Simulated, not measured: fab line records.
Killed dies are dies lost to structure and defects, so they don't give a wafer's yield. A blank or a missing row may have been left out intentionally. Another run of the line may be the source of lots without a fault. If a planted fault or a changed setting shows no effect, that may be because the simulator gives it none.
2 desks, one fault || flow sky130 || each desk has only its own numbers; what lay behind them comes last

== THE TOOL OWNER'S DESK: pvd_sputter-02 ==
The tool's own readings at SKY_METAL5_SPUTTER_02 (material AlCu, target thk 1150 nm, time 61.2 s): means of the sampled wafers that have a number, for each lot that ran on this tool. If a lot's mean is further than 4 standard deviations from the usual mean, the lot is out of limits and carries the mark OUT (the distance appears in the brackets).
Columns: A = cathode_dc_power_W at SKY_METAL5_SPUTTER_02, usual 10600 W; B = throttle_valve_pct at SKY_METAL5_SPUTTER_02, usual 29.7 %
{"lot": "L876", "first seen here": "day 45 02:02", "A": 10600, "B": 29.6}
{"lot": "L880", "first seen here": "day 45 17:17", "A": 10601, "B": 29.4}
{"lot": "L883", "first seen here": "day 45 22:06", "A": 10600, "B": 29.8}
{"lot": "L888", "first seen here": "day 47 11:41", "A": "10037 (-99 or more) OUT", "B": 29.5}
{"lot": "L886", "first seen here": "day 47 13:22", "A": "10040 (-99 or more) OUT", "B": 29.1}
Finding of this desk: L886, L888 out of limits; the first was L888 at day 47 11:41, on cathode_dc_power_W at SKY_METAL5_SPUTTER_02. L876, L880, L883: within limits.

== FROM THE METROLOGY DESK ==
Lot by lot, what the gauges showed, no matter which tool ran the lot: averages of those sampled wafers that carry a number. If a lot's mean is further than 4 standard deviations from the usual mean, the lot is out of limits and carries the mark OUT (the distance appears in the brackets).
Columns: A = VIA3_W_RS at SKY_VIA3_RS_MEAS_22, usual 0.294 ohm/sq; B = VIA4_W_THK at SKY_VIA4_THK_MEAS_20, usual 501 nm; C = METAL5_ALCU_RS at SKY_METAL5_RS_MEAS_05, usual 0.0270 ohm/sq; D = METAL5_ALCU_THK at SKY_METAL5_THK_MEAS_06, usual 1147 nm
{"lot": "L873", "first seen here": "day 39 09:07", "A": 0.295, "B": 498, "C": 0.0271, "D": 1143}
{"lot": "L876", "first seen here": "day 42 02:20", "A": 0.291, "B": 501, "C": 0.0269, "D": 1146}
{"lot": "L877", "first seen here": "day 42 06:08", "A": 0.295, "B": 506, "C": 0.0275, "D": 1120}
{"lot": "L880", "first seen here": "day 42 15:20", "A": 0.293, "B": 504, "C": 0.0272, "D": 1142}
{"lot": "L879", "first seen here": "day 42 18:33", "A": 0.289, "B": 501, "C": 0.0270, "D": 1144}
{"lot": "L882", "first seen here": "day 42 20:02", "A": 0.291, "B": 495, "C": 0.0266, "D": 1169}
{"lot": "L883", "first seen here": "day 42 21:02", "A": 0.299, "B": 506, "C": 0.0273, "D": 1136}
{"lot": "L888", "first seen here": "day 44 16:14", "A": 0.289, "B": 500, "C": 0.0282, "D": 1095}
{"lot": "L886", "first seen here": "day 44 16:40", "A": 0.293, "B": 497, "C": "0.0283 (+4.0) OUT", "D": 1090}
{"lot": "L895", "first seen here": "day 46 02:32", "A": 0.295, "B": 502, "C": 0.0268, "D": 1153}
Finding of this desk: L886 out of limits, first seen on L886 at day 47 13:31 (METAL5_ALCU_RS at SKY_METAL5_RS_MEAS_05). L873, L876, L877, L880, L879, L882, L883, L888, L895: within limits.

== TAKEN TOGETHER ==
On L886, L888, at day 47 11:41, an alarm was possible from the tool owner's desk.
L886 would have let the metrology desk raise an alarm at day 47 13:31.
The metrology desk has L888 on record, within its limits.
All the named lots went through SKY_METAL5_SPUTTER_02 on pvd_sputter-02.

== WHAT THE SIMULATOR PUT IN ==
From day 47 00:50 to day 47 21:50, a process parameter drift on pvd_sputter-02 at SKY_METAL5_SPUTTER_02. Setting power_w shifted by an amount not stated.
Shown lots that were struck: L886, L888.
Fault start to first reading out of limits, in hours, per desk: tool owner, 11; metrology, 13.
